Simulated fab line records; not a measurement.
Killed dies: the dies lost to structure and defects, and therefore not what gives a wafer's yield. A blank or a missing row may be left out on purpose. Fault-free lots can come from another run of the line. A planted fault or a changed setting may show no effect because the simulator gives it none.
Matching of chambers	flow gf180mcu	GF_V5_CMP_04 on cmp-01 has 4 sister chambers
The step polishes SiO2. 8 wafers are shown with their chamber, then 8 later ones without.

## WAFERS PAIRED WITH THEIR CHAMBERS
wafer	chamber	motor current A (A)
L959.5	1	13.7
L961.4	3	11.1
L961.5	1	14.0
L960.6	3	11.9
L963.2	0	11.8
L964.1	0	11.7
L964.5	2	10.3
L967.1	2	10.3

## WAFERS WITHOUT THEIR CHAMBER
wafer	motor current A (A)
L967.5	11.9
L967.6	10.4
L968.1	11.4
L968.2	13.5
L968.5	13.8
L976.1	11.0
L976.3	13.6
L976.4	11.5

## THE CHAMBER EACH PASSED THROUGH
wafer	from the rows above	in truth
L967.5	can't be placed: 0 or 3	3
L967.6	2	2
L968.1	can't be placed: 3 or 0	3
L968.2	1	1
L968.5	1	1
L976.1	can't be placed: 3 or 2 or 0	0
L976.3	1	1
L976.4	can't be placed: 3 or 0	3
Placed correctly: 4 of 8. Not placeable from these rows: 4 (in 4, the candidates include the true chamber). Number placed wrongly: 0.
How it was worked out, from the rows above alone: a wafer's distance from a chamber is the root of the sum, over the readings, of the square of ((its reading less the chamber's mean) divided by the reading's scatter). If the next closest chamber is less than 2 further off than the closest, the wafer can't be placed; otherwise it belongs to the closest. A chamber's mean is the mean of its shown wafers. How the scatter is found: for the shown wafers, subtract from each reading the mean of its chamber, square and add these, divide the total by (wafers less chambers), then take the root.
